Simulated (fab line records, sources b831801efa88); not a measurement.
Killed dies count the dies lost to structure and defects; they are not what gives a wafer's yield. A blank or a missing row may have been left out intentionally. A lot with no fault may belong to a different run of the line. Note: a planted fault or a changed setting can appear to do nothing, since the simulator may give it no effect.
fab line records -- flow sky130
record: lots: 6, wafers: 18, last_day: 50
route steps=708 shown PWDE@54 NWELL@56 PAD_OPEN@708
lots that met no fault: from a run of the same line without faults
start_h: hours from the record's opening day to when the first of the lot's shown wafers began -- wait_h: how many hours have passed since the lot's step before this one -- " unchanged from the row above -- L1.1+2: one row covering several wafers at once -- - no value, or no start was given -- * or withheld: withheld -- < > ~ a bound
route shown NAME@n: names a module that has steps shown in the file, with the first one's number in the route -- usual: average and standard deviation across the fault-free wafers -- same: alike in all rows -- chamber/n: place in a boat -- sites: the reading at each site -- _std_site: the values' standard deviation -- _edge_site: inner sites' mean taken away from outer sites' mean -- radius_mm: for every site, how far away it sits from the centre of the wafer -- mask NAME#n: copy n -- behind: tool/chamber where the wafer was last shaped -- hold: reason for holding the lot/hours on hold/outcome of the hold -- device: transistor that didn't switch, given as n, p or np -- end of line: the tests these same wafers got at the end of their route -- a step without rows: its recipe alone -- killed: at the first sort, the dies lost to defects and structure; wafer yield is something else -- map: the dies of a wafer, with x for killed, . for not killed, _ for no die there
set.NAME: the setting as run; set.NAME@STEP: as run at that earlier step -- model.NAME: the simulator's own value behind a step, which no gauge read
lots at selected steps of the route; one table per step, one row per wafer
services: when a tool's chamber went out of use (start_h, in hours from the record's first day, below 0 if earlier), for how many hours, and the reason
== steps ==
step: SKY_PWDE_STRIP_09
recipe: chemistry: O2/N2, power_w: 1400, pressure_mtorr: 1500, platen_temp_c: withheld, o2_flow_sccm: 3000, n2_flow_sccm: 300, overash_fraction: 0.5
usual: drypump_motor_current_A: 5.5/0.44, oes_product_au: 0.722/0.0045, strip_time_to_endpoint_s: 36.57/0.12
same: overash_fraction: 0.5
lot.wafer,tool,chamber,start_h,wait_h,drypump_motor_current_A,oes_product_au,rf_hours_counter_h,strip_time_to_endpoint_s
L260.1,plasma_asher-01,0,91.96,0.1,5.5,0.724,43,36.70
L260.2,plasma_asher-01,1,91.96,0.1,5.0,0.722,43,36.73
L260.6,plasma_asher-01,1,91.96,0.1,5.0,0.720,-,36.73
L267.1,plasma_asher-01,1,125.72,0.1,5.0,0.719,1,36.61
L267.2,plasma_asher-01,0,125.72,0.1,5.5,0.728,1,36.49
L267.5,plasma_asher-01,1,125.72,0.1,5.0,0.721,-,36.61
L274.2,plasma_asher-04,1,167.20,0.1,6.2,0.723,35,36.61
L274.4,plasma_asher-04,1,167.20,0.1,6.2,0.724,-,36.73
L274.6,plasma_asher-04,0,167.20,0.1,5.8,0.728,-,36.72
L275.1,plasma_asher-02,1,169.32,0.1,4.9,0.724,48,36.26
L275.3,plasma_asher-02,0,169.32,0.1,5.5,0.732,-,36.31
L275.6,plasma_asher-02,1,169.32,0.1,5.0,0.724,-,36.44
L278.2,plasma_asher-04,1,184.50,0.1,6.2,0.720,36,36.40
L278.4,plasma_asher-04,0,184.50,0.1,5.8,0.723,-,36.40
L278.6,plasma_asher-04,1,184.50,0.1,6.2,0.730,-,36.37
L279.2,plasma_asher-01,0,190.70,0.1,5.6,0.721,7,36.56
L279.4,plasma_asher-01,1,190.70,0.1,5.0,0.724,-,36.64
L279.6,plasma_asher-01,0,190.70,0.1,5.5,0.721,-,36.59
step: SKY_PWDE_TW_MEAS_10
usual: PWDE_TW: 372.6/2.8
lot.wafer,tool,chamber,start_h,wait_h,PWDE_TW
L260.1,film_metro-02,-,92.06,0.1,375.5
L260.2,film_metro-02,-,92.06,0.1,374.7
L260.6,film_metro-02,-,92.06,0.1,375.8
L267.1,film_metro-04,-,125.82,0.1,372.8
L267.2,film_metro-04,-,125.82,0.1,374.1
L267.5,film_metro-04,-,125.82,0.1,370.3
L274.2,film_metro-01,-,167.31,0.1,372.3
L274.4,film_metro-01,-,167.31,0.1,373.2
L274.6,film_metro-01,-,167.31,0.1,373.5
L275.1,film_metro-04,-,169.42,0.1,369.7
L275.3,film_metro-04,-,169.42,0.1,371.5
L275.6,film_metro-04,-,169.42,0.1,372.8
L278.2,film_metro-01,-,184.69,0.2,370.2
L278.4,film_metro-01,-,184.69,0.2,371.9
L278.6,film_metro-01,-,184.69,0.2,372.1
L279.2,film_metro-01,-,190.81,0.1,372.0
L279.4,film_metro-01,-,190.81,0.1,369.7
L279.6,film_metro-01,-,190.81,0.1,370.4
step: SKY_NWELL_DEHYDRATE_03
recipe: temp_c: 200, time_s: 60
step: SKY_NWELL_HMDS_04
recipe: prime_time_s: 60, prime_temp_c: 120
step: SKY_NWELL_COAT_05
recipe: spin_rpm: 2000, resist_thk_nm: 3000
step: SKY_NWELL_SOFTBAKE_06
recipe: temp_c: 110, time_s: withheld
step: SKY_NWELL_EXPOSE_07
recipe: mask_id: NWM, na: 0.6, source_shape: conventional, sigma_outer: 0.6, polarization: unpolarized, target_cd_nm: 840, dose_mj: 255
step: SKY_NWELL_PEB_08
recipe: temp_c: 115, time_s: withheld
step: SKY_NWELL_DEVELOP_09
recipe: wall_angle_deg: 90, developer: TMAH, develop_time_s: 60, dev_temp_c: 23
step: SKY_NWELL_OVL_MEAS_10
usual: NWELL_00_OVL: 0.3/1.6
lot.wafer,tool,chamber,start_h,wait_h,NWELL_00_OVL[nm]
L260.1,overlay-02,-,108.96,-,-1.0
L260.2,overlay-02,-,108.96,-,-1.3
L260.6,overlay-02,-,108.96,-,-0.1
L267.1,overlay-02,-,144.07,-,2.0
L267.2,overlay-02,-,144.07,-,-0.8
L267.5,overlay-02,-,144.07,-,0.1
L274.2,overlay-01,-,186.87,-,-1.5
L274.4,overlay-01,-,186.87,-,-1.2
L274.6,overlay-01,-,186.87,-,-1.0
L275.1,overlay-02,-,190.05,-,0.3
L275.3,overlay-02,-,190.05,-,-0.2
L275.6,overlay-02,-,190.05,-,-0.3
L278.2,overlay-02,-,206.34,-,1.9
L278.4,overlay-02,-,206.34,-,2.5
L278.6,overlay-02,-,206.34,-,-0.5
L279.2,overlay-02,-,211.91,-,3.3
L279.4,overlay-02,-,211.91,-,1.6
L279.6,overlay-02,-,211.91,-,3.7
step: SKY_NWELL_IMPLANT_11
recipe: species: P, energy_kev: 400, dose_cm2: 1.9e+13, tilt_deg: withheld
step: SKY_NWELL_IMPLANT_12
recipe: species: P, energy_kev: 120, dose_cm2: 1.3e+12, tilt_deg: withheld
step: SKY_NWELL_IMPLANT_13
recipe: species: P, energy_kev: 50, dose_cm2: 7e+11, tilt_deg: withheld
usual: beam_energy_keV: 50.001/0.015, dose_ions_cm2: 7e+11/8.2e+08, faraday_current_uA: 3.95/0.07
lot.wafer,tool,chamber,start_h,wait_h,beam_energy_keV,dose_ions_cm2,faraday_current_uA
L260.1,implanter-02,0,109.29,0.1,49.990,6.997e+11,3.94
L260.2,implanter-02,0,109.29,0.1,50.003,7.008e+11,3.83
L260.6,implanter-02,0,109.29,0.1,49.991,6.986e+11,4.04
L267.1,implanter-04,0,144.40,0.1,50.009,7.003e+11,4.08
L267.2,implanter-04,0,144.40,0.1,49.998,6.997e+11,3.96
L267.5,implanter-04,0,144.40,0.1,50.001,7.02e+11,3.88
L274.2,implanter-04,0,187.23,0.1,50.019,6.055e+11,3.37
L274.4,implanter-04,0,187.23,0.1,50.012,6.067e+11,3.54
L274.6,implanter-04,0,187.23,0.1,50.009,6.069e+11,3.38
L275.1,implanter-04,0,190.39,0.1,49.990,6.059e+11,3.51
L275.3,implanter-04,0,190.39,0.1,49.992,6.055e+11,3.37
L275.6,implanter-04,0,190.39,0.1,50.014,6.053e+11,3.41
L278.2,implanter-01,0,206.70,0.1,50.006,6.994e+11,3.90
L278.4,implanter-01,0,206.70,0.1,50.026,6.994e+11,3.89
L278.6,implanter-01,0,206.70,0.1,50.012,6.995e+11,3.98
L279.2,implanter-01,0,212.27,0.1,49.988,7.008e+11,3.86
L279.4,implanter-01,0,212.27,0.1,50.022,7.001e+11,4.03
L279.6,implanter-01,0,212.27,0.1,50.008,6.996e+11,4.04
step: SKY_NWELL_STRIP_14
recipe: chemistry: O2/N2, power_w: 1400, pressure_mtorr: 1500, platen_temp_c: withheld, o2_flow_sccm: 3000, n2_flow_sccm: 300, overash_fraction: 0.5
usual: drypump_motor_current_A: 5.6/0.41, oes_product_au: 0.722/0.0047, strip_time_to_endpoint_s: 36.90/0.11
same: overash_fraction: 0.5
lot.wafer,tool,chamber,start_h,wait_h,drypump_motor_current_A,oes_product_au,rf_hours_counter_h,strip_time_to_endpoint_s
L260.1,plasma_asher-03,0,109.44,0.1,5.6,0.721,43,36.78
L260.2,plasma_asher-03,1,109.44,0.1,5.3,0.725,43,36.77
L260.6,plasma_asher-03,0,109.44,0.1,5.6,0.719,-,36.78
L267.1,plasma_asher-01,1,144.55,0.1,5.0,0.726,3,36.88
L267.2,plasma_asher-01,0,144.55,0.1,5.5,0.723,3,36.91
L267.5,plasma_asher-01,1,144.55,0.1,5.0,0.729,-,36.90
L274.2,plasma_asher-01,0,187.35,0.1,5.5,0.723,7,36.81
L274.4,plasma_asher-01,1,187.35,0.1,5.0,0.714,-,36.90
L274.6,plasma_asher-01,0,187.35,0.1,5.5,0.731,-,36.84
L275.1,plasma_asher-03,0,190.54,0.1,5.5,0.726,51,36.69
L275.3,plasma_asher-03,1,190.54,0.1,5.3,0.726,-,36.71
L275.6,plasma_asher-03,1,190.54,0.1,5.3,0.720,-,36.81
L278.2,plasma_asher-01,0,206.83,0.1,5.5,0.725,9,36.84
L278.4,plasma_asher-01,0,206.83,0.1,5.5,0.725,-,36.79
L278.6,plasma_asher-01,0,206.83,0.1,5.5,0.728,-,36.74
L279.2,plasma_asher-04,1,212.39,0.1,6.2,0.720,39,36.86
L279.4,plasma_asher-04,0,212.39,0.1,5.9,0.717,-,36.93
L279.6,plasma_asher-04,1,212.39,0.1,6.2,0.717,-,36.86
step: SKY_PAD_OPEN_PROBE_99
usual: killed_at_M0_to_M3: 43/7.3, killed_at_M4_up: 3.5/2.2, killed_at_contacts: 24/5.3, killed_at_front_end: 15/4.2, killed_at_other: 0.3/0.67, killed_dies: 86/9.8, killed_open: 47/7.2, killed_short: 39/6.5
same: gross_dies: 492, killed_at_back_side: 0
lot.wafer,tool,chamber,start_h,wait_h,killed_at_M0_to_M3,killed_at_M4_up,killed_at_contacts,killed_at_front_end,killed_at_other,killed_dies,killed_open,killed_short,model.etest.pfet_16v.vt_v,model.etest.pfet_g5v0d10v5.vt_v,model.etest.pfet_g5v0d10v5.vt_long_v,model.etest.pfet_01v8_lvt.vt_sat_v,model.etest.pfet_01v8_lvt.vt_v,model.etest.pfet_01v8_lvt.vt_long_v,model.etest.pfet_01v8_lvt.body_rise_v
L260.1,prober-02,-,1095.09,0.1,49,2,31,7,0,89,53,36,-1.051,-0.7693,-0.8846,-0.4016,-0.4978,-0.6205,-0.2075
L260.2,prober-02,-,1095.14,0.1,49,7,27,14,0,97,49,48,-1.06,-0.7851,-0.8978,-0.395,-0.4929,-0.6179,-0.2075
L260.6,prober-02,-,1095.34,0.2,43,2,31,8,0,84,45,39,-1.053,-0.8001,-0.8885,-0.3905,-0.4923,-0.6201,-0.2074
L267.1,prober-02,-,1154.11,0.1,43,3,27,11,0,84,53,31,-1.118,-0.843,-0.9471,-0.4557,-0.5476,-0.6628,-0.2061
L267.2,prober-02,-,1154.16,0.1,51,10,25,16,1,103,55,48,-1.126,-0.8478,-0.9509,-0.4591,-0.5464,-0.6644,-0.2026
L267.5,prober-02,-,1154.31,0.2,54,2,27,13,0,96,54,41,-1.128,-0.8645,-0.961,-0.4512,-0.5442,-0.6625,-0.205
L274.2,prober-02,-,1169.95,0.1,44,6,19,23,0,92,51,41,-1.077,-0.7964,-0.9135,-0.4159,-0.5114,-0.633,-0.2089
L274.4,prober-02,-,1170.05,0.2,41,2,22,10,0,75,38,37,-1.077,-0.8233,-0.9095,-0.4256,-0.5162,-0.6359,-0.2052
L274.6,prober-02,-,1170.15,0.2,37,3,23,12,0,75,46,29,-1.088,-0.8141,-0.9143,-0.4324,-0.5232,-0.6369,-0.2089
L275.1,prober-01,-,1171.40,0.1,56,4,26,8,0,94,42,52,-1.086,-0.846,-0.9155,-0.4148,-0.5076,-0.6282,-0.2088
L275.3,prober-01,-,1171.50,0.2,35,2,30,12,1,80,44,36,-1.083,-0.8122,-0.9193,-0.3979,-0.5014,-0.626,-0.2092
L275.6,prober-01,-,1171.65,0.2,44,2,20,15,0,81,46,35,-1.08,-0.8139,-0.9104,-0.4114,-0.5063,-0.6292,-0.2059
L278.2,prober-02,-,1184.42,0.1,58,3,18,21,0,100,53,47,-1.097,-0.833,-0.9248,-0.4436,-0.5337,-0.6519,-0.2007
L278.4,prober-02,-,1184.52,0.2,49,1,25,25,0,100,57,43,-1.099,-0.8486,-0.9288,-0.4327,-0.5242,-0.6472,-0.2019
L278.6,prober-02,-,1184.62,0.2,42,3,24,17,0,86,46,39,-1.085,-0.7981,-0.9157,-0.4424,-0.5314,-0.6511,-0.204
L279.2,prober-02,-,1205.69,0.1,40,8,17,7,0,72,37,34,-1.077,-0.7976,-0.9093,-0.4171,-0.5135,-0.6393,-0.2058
L279.4,prober-02,-,1205.79,0.2,45,7,26,12,0,90,41,49,-1.08,-0.8217,-0.9173,-0.4337,-0.5209,-0.6395,-0.2056
L279.6,prober-02,-,1205.89,0.2,34,6,30,22,0,92,51,38,-1.076,-0.8241,-0.9051,-0.4315,-0.5179,-0.6368,-0.2057
killed by level:class
L260.1 CONTACT:geometric_particle:open=14 VIA3:geometric_particle:open=11 VIA2:geometric_particle:open=10 VIA1:geometric_particle:open=8 VIA1:geometric_particle:short=7 LI_CONTACT:geometric_particle:open=5 LI_CONTACT:geometric_particle:short=4 LOCAL_INTERCONNECT:geometric_particle:short=4
L260.2 VIA1:geometric_particle:open=9 VIA3:geometric_particle:open=8 VIA2:geometric_particle:open=8 CONTACT:geometric_particle:open=7 VIA1:geometric_particle:short=7 CONTACT:geometric_particle:short=6 METAL2:geometric_particle:short=5 LI_CONTACT:geometric_particle:open=5
L260.6 VIA1:geometric_particle:open=11 VIA3:geometric_particle:open=11 CONTACT:geometric_particle:open=8 LOCAL_INTERCONNECT:geometric_particle:short=7 VIA1:geometric_particle:short=7 LI_CONTACT:geometric_particle:open=6 CONTACT:geometric_particle:short=5 METAL2:geometric_particle:short=4
L267.1 CONTACT:geometric_particle:open=12 VIA1:geometric_particle:short=8 VIA3:geometric_particle:open=8 LI_CONTACT:geometric_particle:open=7 VIA2:geometric_particle:open=6 VIA1:geometric_particle:open=6 METAL1:geometric_particle:short=5 FIELD_ISO:geometric_particle:open=3
L267.2 VIA1:geometric_particle:open=16 CONTACT:geometric_particle:open=10 METAL4:geometric_particle:short=8 VIA2:geometric_particle:open=6 METAL2:geometric_particle:short=6 CONTACT:geometric_particle:short=6 VIA1:geometric_particle:short=6 FIELD_ISO:geometric_particle:open=5
L267.5 VIA1:geometric_particle:open=13 VIA3:geometric_particle:open=9 LI_CONTACT:geometric_particle:open=8 CONTACT:geometric_particle:open=7 METAL1:geometric_particle:short=7 VIA2:geometric_particle:open=6 METAL2:geometric_particle:short=6 CONTACT:geometric_particle:short=5
L274.2 VIA1:geometric_particle:open=12 VIA2:geometric_particle:open=7 FIELD_ISO:geometric_particle:short=6 LI_CONTACT:geometric_particle:open=6 METAL3:geometric_particle:short=6 VIA3:geometric_particle:open=6 POLY_GATE:geometric_particle:open=5 METAL1:geometric_particle:short=5
L274.4 CONTACT:geometric_particle:open=11 VIA1:geometric_particle:open=8 LOCAL_INTERCONNECT:geometric_particle:short=5 VIA1:geometric_particle:short=5 VIA2:geometric_particle:open=5 METAL2:geometric_particle:short=4 VIA2:geometric_particle:short=4 METAL3:geometric_particle:short=4
L274.6 VIA1:geometric_particle:open=14 CONTACT:geometric_particle:open=9 LI_CONTACT:geometric_particle:open=6 POLY_GATE:geometric_particle:open=5 METAL1:geometric_particle:short=5 CONTACT:geometric_particle:short=4 VIA2:geometric_particle:open=4 POLY_GATE:geometric_particle:short=3
L275.1 VIA1:geometric_particle:open=8 VIA2:geometric_particle:open=7 METAL2:geometric_particle:short=7 CONTACT:geometric_particle:open=6 METAL1:geometric_particle:short=6 VIA1:geometric_particle:short=6 VIA3:geometric_particle:open=6 LI_CONTACT:geometric_particle:short=5
L275.3 VIA1:geometric_particle:open=10 CONTACT:geometric_particle:open=10 LI_CONTACT:geometric_particle:open=8 METAL2:geometric_particle:short=6 LOCAL_INTERCONNECT:geometric_particle:short=5 FIELD_ISO:geometric_particle:open=4 POLY_GATE:geometric_particle:short=4 VIA3:geometric_particle:short=4
L275.6 CONTACT:geometric_particle:open=9 LI_CONTACT:geometric_particle:open=7 VIA1:geometric_particle:open=7 VIA2:geometric_particle:open=6 METAL1:geometric_particle:short=6 POLY_GATE:geometric_particle:open=5 POLY_GATE:geometric_particle:short=5 VIA3:geometric_particle:open=5
L278.2 VIA1:geometric_particle:open=17 METAL1:geometric_particle:short=10 CONTACT:geometric_particle:open=8 VIA3:geometric_particle:open=7 FIELD_ISO:geometric_particle:short=6 POLY_GATE:geometric_particle:open=5 CONTACT:geometric_particle:short=5 VIA1:geometric_particle:short=5
L278.4 VIA1:geometric_particle:open=9 VIA2:geometric_particle:open=9 CONTACT:geometric_particle:open=8 VIA1:geometric_particle:short=8 VIA3:geometric_particle:open=8 FIELD_ISO:geometric_particle:open=7 LI_CONTACT:geometric_particle:open=7 FIELD_ISO:geometric_particle:short=5
L278.6 VIA1:geometric_particle:open=10 LI_CONTACT:geometric_particle:open=8 LOCAL_INTERCONNECT:geometric_particle:short=6 VIA1:geometric_particle:short=6 VIA3:geometric_particle:open=6 VIA2:geometric_particle:open=5 POLY_GATE:geometric_particle:open=4 FIELD_ISO:geometric_particle:short=4
L279.2 VIA1:geometric_particle:open=11 CONTACT:geometric_particle:open=8 METAL2:geometric_particle:short=8 METAL4:geometric_particle:short=7 VIA3:geometric_particle:open=6 LI_CONTACT:geometric_particle:open=5 METAL1:geometric_particle:short=5 LOCAL_INTERCONNECT:geometric_particle:short=3
L279.4 VIA1:geometric_particle:open=12 CONTACT:geometric_particle:open=10 LOCAL_INTERCONNECT:geometric_particle:short=8 METAL4:geometric_particle:short=7 CONTACT:geometric_particle:short=5 VIA1:geometric_particle:short=5 VIA2:geometric_particle:open=5 VIA3:geometric_particle:short=5
L279.6 CONTACT:geometric_particle:open=14 VIA1:geometric_particle:open=12 POLY_GATE:geometric_particle:open=9 LI_CONTACT:geometric_particle:short=6 METAL4:geometric_particle:short=6 POLY_GATE:geometric_particle:short=4 LOCAL_INTERCONNECT:geometric_particle:short=4 CONTACT:geometric_particle:short=4
== services ==
tool,chamber,start_h,hours,kind
plasma_asher-01,-,108.75,9.0,pm
plasma_asher-01,0,108.75,9.0,vent_cycle
plasma_asher-01,1,108.75,9.0,vent_cycle
plasma_asher-01,0,117.75,-,clean
plasma_asher-01,1,117.75,-,clean
plasma_asher-04,-,122.35,0.3,repair
implanter-02,-,131.16,6.6,pm
plasma_asher-04,-,137.19,0.7,repair
implanter-02,-,156.80,1.1,repair
implanter-02,-,175.75,8.5,pm
plasma_asher-04,-,196.44,2.8,pm
== key ==
first_sign: step: SKY_NWELL_IMPLANT_13, reading: dose_ions_cm2, direction: down, sigmas: 99+, usual: *, struck: *
effect: step: SKY_NWELL_IMPLANT_13, reading: faraday_current_uA, direction: down, sigmas: 7.3, usual: 3.95, struck: 3.43
model_effect: step: SKY_PAD_OPEN_PROBE_99, value: etest.pfet_16v.vt_v, without: -1.123, struck: -1.082
met_at SKY_NWELL_IMPLANT_13
struck_wafers L274.2,L274.4,L274.6,L275.1,L275.3,L275.6
tester_left_out L274,L275
onset_between 144.40 187.23
fault: kind: process_parameter_drift, tool: implanter-04, chamber: -, onset_h: 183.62, steps: SKY_NWELL_IMPLANT_13, channel: dose_cm2, offset: *, shape: step, end_h: 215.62, acts_in: *, stated: *
tester_left_out: of these lots the tester's yield and bins aren't shown, on N5 and GAA mostly nor the transistor test; their killed dies are dies lost to structure and defects alone, not to doping, threshold or leakage, so they don't give the yield
